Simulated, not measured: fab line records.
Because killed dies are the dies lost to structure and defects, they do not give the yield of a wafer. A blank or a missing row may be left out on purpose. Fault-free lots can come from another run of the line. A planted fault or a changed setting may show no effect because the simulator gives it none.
fab line records	flow sky130
[record] lots = 6	wafers = 18	lastDay = 50
route steps=708 shown POLY_GATE@233 LDD_N@237 LDD_P@255 PAD_OPEN@708
lots that met no fault: from a run of the same line without faults
startH: the number of hours between the record's first day and the start of the first shown wafer of the lot	waitH: hours from the lot's prior step to this one	" repeats the value in the row above	L1.1+2: a single row standing in for several wafers	- no value, or no start was given	* or withheld: withheld	< > ~ a bound
route shown NAME@n: a module of which the file shows steps, and the number in the route of the first	usual: mean and standard deviation over wafers with no fault	same: alike in all rows	chamber/n: place in a boat	sites: the reading at each site	_std_site: the standard deviation of these	_edge_site: mean of outer sites minus mean of inner sites	radiusMm: for every site, how far away it sits from the centre of the wafer	mask NAME#n: copy n	behind: the tool/chamber that last shaped the wafer	hold: the reason the lot was held/the length of the hold in hours/how it ended	device: the transistor (n, p or np) that didn't switch	end of line: the route-end tests of the same wafers	a step with no rows: only its recipe	killed: not the wafer's yield, but the dies lost to structure and defects at the first sort	map: shows each die of a wafer: x if killed, . if not, _ if none is there
set.NAME: the setting that was run; set.NAME@STEP: the one run at that earlier step	model.NAME: the simulator's own value behind a step, which no gauge read
a table for each step, a row for each wafer; lots at some steps of the route
services: from which hour (startH, from the record's first day; less than 0 if before it) a tool's chamber was out of use, for how many hours, and why
[[steps]]
[step SKY_POLY_GATE_CLEAN_19]
[recipe] chemistry = SC1/SC2	mix = 1:4:20	tempC = 70	timeS = 150	dry = n2Spin
[step SKY_POLY_GATE_OXIDATION_20]
[recipe] tempC = 850	ambient = O2	stabiliseS = 600	purgeS = 300	targetThkA = 40	oxTimeS = 899
[step SKY_POLY_GATE_THK_MEAS_21]
[recipe] reads = SiO2_of_POLY_GATE_OXIDATION_20
[usual] POLY_GATE_OXIDATION_THK = 4.00/0.084
lot.wafer	tool	chamber	startH	waitH	POLY_GATE_OXIDATION_THK[nm]
L929.1	filmMetro-02	-	380.11	0.0	4.07
L929.3	"	-	"	"	4.06
L929.5	"	-	"	"	4.04
L932.2	filmMetro-04	-	419.53	0.0	3.94
L932.5	"	-	"	"	3.96
L932.6	"	-	"	"	3.82
L944.1	filmMetro-04	-	523.55	0.0	3.94
L944.5	"	-	"	"	3.99
L944.6	"	-	"	"	3.98
L947.1	filmMetro-02	-	547.44	0.0	4.02
L947.2	"	-	"	"	3.98
L947.4	"	-	"	"	3.90
L949.4	filmMetro-04	-	552.72	0.0	3.97
L949.5	"	-	"	"	4.07
L949.6	"	-	"	"	4.00
L950.1	filmMetro-02	-	558.48	0.0	3.95
L950.4	"	-	"	"	4.03
L950.5	"	-	"	"	4.00
[step SKY_POLY_GATE_CD_MEAS_22]
[usual] cdNm = 149/3.3
lot.wafer	tool	chamber	startH	waitH	cdNm
L929.1	cdSem-01	-	380.17	0.1	148
L929.3	"	-	"	"	145
L929.5	"	-	"	"	148
L932.2	cdSem-01	-	419.61	0.1	151
L932.5	"	-	"	"	152
L932.6	"	-	"	"	152
L944.1	cdSem-02	-	523.61	0.1	148
L944.5	"	-	"	"	148
L944.6	"	-	"	"	142
L947.1	cdSem-01	-	547.50	0.1	146
L947.2	"	-	"	"	150
L947.4	"	-	"	"	150
L949.4	cdSem-01	-	552.84	0.1	149
L949.5	"	-	"	"	160
L949.6	"	-	"	"	148
L950.1	cdSem-02	-	558.54	0.1	148
L950.4	"	-	"	"	146
L950.5	"	-	"	"	147
[step SKY_LDD_N_DEHYDRATE_00]
[recipe] tempC = 200	timeS = 60
[step SKY_LDD_N_HMDS_01]
[recipe] primeTimeS = 60	primeTempC = 120
[step SKY_LDD_N_COAT_02]
[recipe] resist = NOVOLAK	spinRpm = 3000	resistThkNm = 300
[step SKY_LDD_N_SOFTBAKE_03]
[recipe] tempC = 90	timeS = 60	resist = NOVOLAK
[step SKY_LDD_N_EXPOSE_04]
[recipe] maskId = NTM	targetCdNm = 840	na = 0.6	sourceShape = conventional	sigmaOuter = 0.6	doseMj = 110
[step SKY_LDD_N_PEB_05]
[recipe] tempC = withheld	timeS = *	resist = NOVOLAK
[step SKY_LDD_N_DEVELOP_06]
[recipe] developTimeS = 60	devTempC = 23
[step SKY_LDD_N_OVL_MEAS_07]
[usual] LDD_N_OVL = 0.9/1.5
lot.wafer	tool	chamber	startH	waitH	LDD_N_OVL[nm]
L929.1	overlay-02	-	408.98	0.1	-0.3
L929.3	"	-	"	"	-0.6
L929.5	"	-	"	"	-2.3
L932.2	overlay-01	-	450.33	0.1	1.4
L932.5	"	-	"	"	0.2
L932.6	"	-	"	"	1.7
L944.1	overlay-01	-	553.93	0.1	1.5
L944.5	"	-	"	"	1.3
L944.6	"	-	"	"	1.3
L947.1	overlay-02	-	576.88	0.1	2.0
L947.2	"	-	"	"	1.2
L947.4	"	-	"	"	0.6
L949.4	overlay-02	-	582.66	0.1	0.1
L949.5	"	-	"	"	1.0
L949.6	"	-	"	"	0.7
L950.1	overlay-02	-	587.03	0.1	-0.3
L950.4	"	-	"	"	1.5
L950.5	"	-	"	"	1.4
[step SKY_LDD_N_IMPLANT_08]
[recipe] species = As	energyKev = 20	doseCm2 = 7.5e+13	tiltDeg = withheld	rotationDeg = 23
[usual] beamOnS = 9.99/0.18	doseIonsCm2 = 7.5e+13/7.1e+10	faradayCurrentUA = 423/7.7
[same] implantIonAmu = 75
lot.wafer	tool	chamber	startH	waitH	beamOnS	doseIonsCm2	faradayCurrentUA
L929.1	implanter-03	0	409.01	0.0	10.12	7.504e+13	416
L929.3	"	0	"	"	9.82	7.498e+13	431
L929.5	"	0	"	"	9.90	7.501e+13	428
L932.2	implanter-01	0	450.39	0.0	9.95	7.49e+13	426
L932.5	"	0	"	"	10.16	7.493e+13	417
L932.6	"	0	"	"	10.16	7.502e+13	415
L944.1	implanter-01	0	553.96	0.0	58.61	5.8041e+14	560
L944.5	"	0	"	"	59.77	5.8043e+14	549
L944.6	"	0	"	"	58.72	5.8046e+14	558
L947.1	implanter-01	0	576.91	0.0	59.24	5.8045e+14	554
L947.2	"	0	"	"	58.84	5.8046e+14	561
L947.4	"	0	"	"	59.34	5.8048e+14	549
L949.4	implanter-03	0	582.76	0.1	10.03	7.515e+13	418
L949.5	"	0	"	"	9.96	7.523e+13	425
L949.6	"	0	"	"	9.73	7.501e+13	433
L950.1	implanter-02	0	587.06	0.0	9.74	7.501e+13	436
L950.4	"	0	"	"	9.68	7.501e+13	437
L950.5	"	0	"	"	10.00	7.495e+13	424
[step SKY_LDD_N_IMPLANT_09]
[recipe] species = As	energyKev = 20	doseCm2 = 7.5e+13	tiltDeg = withheld	rotationDeg = 113
[step SKY_LDD_N_IMPLANT_10]
[recipe] species = As	energyKev = 20	doseCm2 = 7.5e+13	tiltDeg = withheld	rotationDeg = 203
[step SKY_LDD_N_IMPLANT_11]
[recipe] species = As	energyKev = 20	doseCm2 = 7.5e+13	tiltDeg = withheld	rotationDeg = 293
[step SKY_LDD_N_IMPLANT_12]
[recipe] species = BF2	energyKev = 50	doseCm2 = 5e+12	tiltDeg = 30	rotationDeg = 0
[step SKY_LDD_N_IMPLANT_13]
[recipe] species = BF2	energyKev = 50	doseCm2 = 5e+12	tiltDeg = 30	rotationDeg = 90
[step SKY_LDD_N_IMPLANT_14]
[recipe] species = BF2	energyKev = 50	doseCm2 = 5e+12	tiltDeg = 30	rotationDeg = 180
[step SKY_LDD_N_IMPLANT_15]
[recipe] species = BF2	energyKev = 50	doseCm2 = 5e+12	tiltDeg = 30	rotationDeg = 270
[step SKY_LDD_N_STRIP_16]
[recipe] chemistry = O2/N2	powerW = 1400	pressureMtorr = 1500	platenTempC = withheld	o2FlowSccm = 3000	n2FlowSccm = 300	overashFraction = 0.5
[usual] drypumpMotorCurrentA = 5.7/0.31	oesProductAu = 0.406/0.0048	stripTimeToEndpointS = 4.314/0.017
lot.wafer	tool	chamber	startH	waitH	drypumpMotorCurrentA	oesProductAu	rfHoursCounterH	stripTimeToEndpointS
L929.1	plasmaAsher-04	0	410.21	0.1	6.1	0.405	27	4.302
L929.3	"	1	"	"	5.7	0.399	-	4.309
L929.5	"	1	"	"	5.7	0.403	-	4.303
L932.2	plasmaAsher-03	1	451.56	0.1	5.9	0.412	2	4.302
L932.5	"	1	"	"	5.9	0.394	-	4.284
L932.6	"	0	"	"	5.2	0.408	-	4.308
L944.1	plasmaAsher-03	1	555.16	0.1	5.9	0.415	13	5.444
L944.5	"	0	"	"	5.2	0.396	-	5.466
L944.6	"	1	"	"	5.9	0.399	-	5.455
L947.1	plasmaAsher-03	1	578.11	0.1	5.9	0.411	15	5.467
L947.2	"	0	"	"	5.2	0.402	15	5.473
L947.4	"	1	"	"	5.9	0.405	-	5.462
L949.4	plasmaAsher-03	1	583.92	0.1	5.9	0.402	-	4.329
L949.5	"	1	"	"	5.9	0.410	-	4.329
L949.6	"	0	"	"	5.2	0.414	-	4.325
L950.1	plasmaAsher-02	1	588.26	0.1	5.7	0.402	79	4.300
L950.4	"	1	"	"	5.7	0.406	-	4.281
L950.5	"	0	"	"	5.4	0.408	-	4.298
[step SKY_LDD_N_TW_MEAS_17]
[usual] LDD_N_TW = 2564/20
lot.wafer	tool	chamber	startH	waitH	LDD_N_TW
L929.1	filmMetro-01	-	410.31	0.1	2557
L929.3	"	-	"	"	2582
L929.5	"	-	"	"	2571
L932.2	filmMetro-01	-	451.67	0.1	2591
L932.5	"	-	"	"	2587
L932.6	"	-	"	"	2601
L944.1	filmMetro-04	-	555.26	0.1	2939
L944.5	"	-	"	"	2939
L944.6	"	-	"	"	2945
L947.1	filmMetro-04	-	578.21	0.1	2904
L947.2	"	-	"	"	2894
L947.4	"	-	"	"	2881
L949.4	filmMetro-04	-	584.01	0.1	2519
L949.5	"	-	"	"	2522
L949.6	"	-	"	"	2534
L950.1	filmMetro-01	-	588.36	0.1	2561
L950.4	"	-	"	"	2572
L950.5	"	-	"	"	2566
[step SKY_LDD_P_DEHYDRATE_00]
[recipe] tempC = 200	timeS = 60
[step SKY_PAD_OPEN_PROBE_99]
[usual] killed_at_M0_to_M3 = 45/6.6	killed_at_M4_up = 3.1/1.6	killedAtContacts = 24/5	killedAtFrontEnd = 14/4.4	killedAtOther = 0.3/0.58	killedDies = 87/9.2	killedOpen = 47/6.7	killedShort = 40/6.4
[same] grossDies = 492	killedAtBackSide = 0
lot.wafer	tool	chamber	startH	waitH	killed_at_M0_to_M3	killed_at_M4_up	killedAtContacts	killedAtFrontEnd	killedAtOther	killedDies	killedOpen	killedShort	model.etest.tipN.rsOhmSq	model.etest.nfet_01v8.rOnOhmUm	model.etest.nfet_01v8_lvt.driveUaUm	model.etest.nfet_01v8.driveUaUm	model.etest.nfet_01v8_turned.driveUaUm	model.etest.sramNfetPass.driveUaUm	model.etest.nfet_01v8_swapped.driveUaUm	model.etest.sramNfetPass.offLog10AUm
L929.1	prober-02	-	1078.55	0.1	47	5	22	12	0	86	44	42	440	829.2	577.4	512.4	512.4	501.1	510.6	-12.36
L929.3	prober-02	-	1078.65	0.2	50	1	21	15	0	87	43	44	445.6	821.8	578.5	508.8	509.5	495.1	509.6	-12.49
L929.5	prober-02	-	1078.75	0.2	46	5	21	17	0	89	46	43	447.7	831.6	567.5	500.3	502	512.5	504.9	-12.54
L932.2	prober-01	-	1107.21	0.1	41	1	20	17	0	79	45	34	442.3	834.4	571.1	503.1	504.1	475.7	504.2	-12.81
L932.5	prober-01	-	1107.36	0.2	47	2	21	17	0	87	47	40	440.5	832.4	581.7	511	511.4	492.3	513.7	-12.54
L932.6	prober-01	-	1107.41	0.2	43	3	24	17	0	87	44	43	438.2	843.2	566.5	499.2	495.1	495	495	-12.49
L944.1	prober-01	-	1171.35	0.1	43	3	17	22	0	85	45	40	263.3	756.8	636.6	561.6	559.1	555	548.3	-11.94
L944.5	prober-01	-	1171.55	0.2	33	5	29	11	0	78	44	34	263.3	773	616.5	539.2	540.7	546.5	525	-12
L944.6	prober-01	-	1171.60	0.2	40	2	38	20	0	100	52	48	261.5	749.5	633.6	560.9	559.9	558.6	547	-11.7
L947.1	prober-01	-	1187.64	0.1	49	1	29	18	0	97	58	39	270.5	766.8	636.5	563	555.7	555.9	547.6	-12.07
L947.2	prober-01	-	1187.69	0.1	36	5	20	17	0	78	49	29	268.4	761.2	635.7	559.1	560.6	546.9	547.3	-12.16
L947.4	prober-01	-	1187.79	0.2	50	4	30	14	0	98	60	38	269.8	759.9	628.7	558	554.2	529.4	545.5	-12.2
L949.4	prober-02	-	1190.56	0.2	45	4	23	9	0	81	47	34	443.6	862.8	563.8	490.2	490.9	481.3	491.7	-12.77
L949.5	prober-02	-	1190.61	0.2	42	1	26	8	0	77	44	33	443.2	874.3	562.9	490.9	493.3	487.6	486.7	-12.75
L949.6	prober-02	-	1190.66	0.2	35	3	33	13	0	84	45	39	446.4	846.1	567.8	492.9	497	469.3	492.7	-12.81
L950.1	prober-01	-	1193.60	0.1	47	2	25	17	1	92	50	42	437.6	837.5	567.9	495.7	492.8	486.4	494.6	-12.54
L950.4	prober-01	-	1193.75	0.2	50	1	31	14	0	96	49	47	437.6	799.5	592	523.4	517.3	484.9	524.1	-12.91
L950.5	prober-01	-	1193.80	0.2	44	5	23	24	0	96	52	44	439.9	799.9	595.6	522.6	517.5	499.4	522.3	-12.55
// killed by level:class
L929.1 VIA1:geometricParticle:short=9 VIA1:geometricParticle:open=8 CONTACT:geometricParticle:open=8 METAL1:geometricParticle:short=7 METAL2:geometricParticle:short=7 LI_CONTACT:geometricParticle:open=6 VIA2:geometricParticle:open=6 POLY_GATE:geometricParticle:open=5
L929.3 VIA1:geometricParticle:open=10 METAL1:geometricParticle:short=8 CONTACT:geometricParticle:open=7 VIA2:geometricParticle:open=6 FIELD_ISO:geometricParticle:open=5 VIA1:geometricParticle:short=5 METAL2:geometricParticle:short=5 VIA3:geometricParticle:open=5
L929.5 VIA1:geometricParticle:open=11 VIA2:geometricParticle:open=7 VIA3:geometricParticle:open=7 CONTACT:geometricParticle:short=6 VIA1:geometricParticle:short=6 LI_CONTACT:geometricParticle:open=5 METAL1:geometricParticle:short=5 METAL4:geometricParticle:short=5
L932.2 LI_CONTACT:geometricParticle:open=9 VIA1:geometricParticle:open=9 FIELD_ISO:geometricParticle:short=7 VIA2:geometricParticle:open=7 VIA1:geometricParticle:short=5 VIA3:geometricParticle:short=5 FIELD_ISO:geometricParticle:open=4 CONTACT:geometricParticle:open=4
L932.5 VIA1:geometricParticle:short=11 VIA1:geometricParticle:open=9 VIA3:geometricParticle:open=8 CONTACT:geometricParticle:open=8 POLY_GATE:geometricParticle:short=6 LI_CONTACT:geometricParticle:open=5 METAL2:geometricParticle:short=5 LOCAL_INTERCONNECT:geometricParticle:open=4
L932.6 VIA1:geometricParticle:open=10 VIA1:geometricParticle:short=8 LI_CONTACT:geometricParticle:open=7 CONTACT:geometricParticle:open=6 VIA2:geometricParticle:open=5 VIA3:geometricParticle:short=5 POLY_GATE:geometricParticle:open=4 LOCAL_INTERCONNECT:geometricParticle:short=4
L944.1 VIA3:geometricParticle:short=8 CONTACT:geometricParticle:open=8 VIA1:geometricParticle:short=8 POLY_GATE:geometricParticle:open=7 VIA2:geometricParticle:open=6 VIA1:geometricParticle:open=6 LI_CONTACT:geometricParticle:open=5 POLY_GATE:geometricParticle:short=4
L944.5 CONTACT:geometricParticle:open=9 LI_CONTACT:geometricParticle:open=7 CONTACT:geometricParticle:short=6 VIA3:geometricParticle:open=6 VIA1:geometricParticle:open=5 VIA2:geometricParticle:open=5 POLY_GATE:geometricParticle:short=4 LOCAL_INTERCONNECT:geometricParticle:short=4
L944.6 LI_CONTACT:geometricParticle:open=10 CONTACT:geometricParticle:open=10 LOCAL_INTERCONNECT:geometricParticle:short=8 VIA1:geometricParticle:open=8 METAL1:geometricParticle:short=7 CONTACT:geometricParticle:short=5 METAL2:geometricParticle:short=5 VIA2:geometricParticle:short=5
L947.1 VIA1:geometricParticle:open=16 LI_CONTACT:geometricParticle:open=13 VIA2:geometricParticle:open=10 CONTACT:geometricParticle:open=7 FIELD_ISO:geometricParticle:short=6 VIA1:geometricParticle:short=6 POLY_GATE:geometricParticle:open=5 METAL1:geometricParticle:short=5
L947.2 VIA1:geometricParticle:open=15 LI_CONTACT:geometricParticle:open=8 CONTACT:geometricParticle:open=6 METAL1:geometricParticle:short=5 VIA2:geometricParticle:open=5 FIELD_ISO:geometricParticle:short=4 FIELD_ISO:geometricParticle:open=4 POLY_GATE:geometricParticle:short=4
L947.4 VIA2:geometricParticle:open=14 LI_CONTACT:geometricParticle:open=10 CONTACT:geometricParticle:open=10 VIA1:geometricParticle:open=8 METAL1:geometricParticle:short=6 VIA3:geometricParticle:open=6 METAL3:geometricParticle:short=5 FIELD_ISO:geometricParticle:open=4
L949.4 VIA1:geometricParticle:open=11 VIA2:geometricParticle:open=8 CONTACT:geometricParticle:open=7 LI_CONTACT:geometricParticle:short=6 METAL2:geometricParticle:open=5 LI_CONTACT:geometricParticle:open=4 LOCAL_INTERCONNECT:geometricParticle:short=4 METAL2:geometricParticle:short=4
L949.5 VIA1:geometricParticle:open=13 METAL2:geometricParticle:short=9 CONTACT:geometricParticle:open=9 LI_CONTACT:geometricParticle:open=7 VIA2:geometricParticle:open=6 CONTACT:geometricParticle:short=5 LOCAL_INTERCONNECT:geometricParticle:short=4 METAL3:geometricParticle:short=4
L949.6 CONTACT:geometricParticle:open=14 METAL2:geometricParticle:short=6 VIA3:geometricParticle:open=6 LOCAL_INTERCONNECT:geometricParticle:short=5 VIA1:geometricParticle:open=5 CONTACT:geometricParticle:short=5 VIA2:geometricParticle:open=5 FIELD_ISO:geometricParticle:short=4
L950.1 VIA1:geometricParticle:open=14 CONTACT:geometricParticle:open=8 VIA3:geometricParticle:open=7 CONTACT:geometricParticle:short=6 FIELD_ISO:geometricParticle:open=5 LOCAL_INTERCONNECT:geometricParticle:short=5 FIELD_ISO:geometricParticle:short=4 LI_CONTACT:geometricParticle:open=4
L950.4 CONTACT:geometricParticle:open=12 VIA1:geometricParticle:open=8 VIA2:geometricParticle:open=7 VIA2:geometricParticle:short=6 LI_CONTACT:geometricParticle:open=6 METAL1:geometricParticle:short=6 LOCAL_INTERCONNECT:geometricParticle:short=6 VIA1:geometricParticle:short=6
L950.5 VIA3:geometricParticle:open=9 CONTACT:geometricParticle:short=9 FIELD_ISO:geometricParticle:open=8 VIA1:geometricParticle:open=8 CONTACT:geometricParticle:open=7 METAL1:geometricParticle:short=5 METAL2:geometricParticle:short=5 VIA2:geometricParticle:open=5
[[services]]
tool	chamber	startH	hours	kind
implanter-03	-	394.13	3.3	pm
implanter-03	-	397.44	3.9	pm
plasmaAsher-04	-	397.59	2.8	pm
implanter-03	-	399.81	1.3	repair
implanter-03	-	413.48	3.8	repair
implanter-02	-	413.60	3.1	repair
plasmaAsher-04	-	419.93	4.8	repair
plasmaAsher-03	-	421.25	9.0	pm
plasmaAsher-03	0	421.25	9.0	ventCycle
plasmaAsher-03	1	421.25	9.0	ventCycle
plasmaAsher-03	0	430.25	-	clean
plasmaAsher-03	1	430.25	-	clean
implanter-03	-	480.37	2.5	repair
plasmaAsher-04	-	499.83	2.5	repair
implanter-02	-	518.20	5.5	pm
implanter-02	-	551.62	3.7	repair
[[key]]
[firstSign] step = SKY_LDD_N_IMPLANT_08	reading = doseIonsCm2	direction = up	sigmas = 99+	usual = *	struck = *
[effect] step = SKY_LDD_N_IMPLANT_08	reading = beamOnS	direction = up	sigmas = 99+	usual = 9.99	struck = 59.09
[effect] step = SKY_LDD_N_STRIP_16	reading = stripTimeToEndpointS	direction = up	sigmas = 67	usual = *	struck = *
[effect] step = SKY_LDD_N_TW_MEAS_17	reading = LDD_N_TW	direction = up	sigmas = 17	usual = 2564	struck = 2917
[modelEffect] step = SKY_PAD_OPEN_PROBE_99	value = etest.tipN.rsOhmSq	without = 437.7	struck = 266.1
metAt SKY_LDD_N_IMPLANT_08
struckWafers L944.1,L944.5,L944.6,L947.1,L947.2,L947.4
testerLeftOut L944,L947
onsetBetween 450.39 553.96
[fault] kind = processParameterDrift	tool = implanter-01	chamber = -	onsetH = 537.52	steps = SKY_LDD_N_IMPLANT_08	channel = doseCm2	offset = *	shape = step	endH = 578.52	actsIn = *	stated = *
// testerLeftOut: of these lots the tester's yield and bins aren't shown, on N5 and GAA mostly nor the transistor test; their killed dies are dies lost to structure and defects alone, not to doping, threshold or leakage, so they don't give the yield
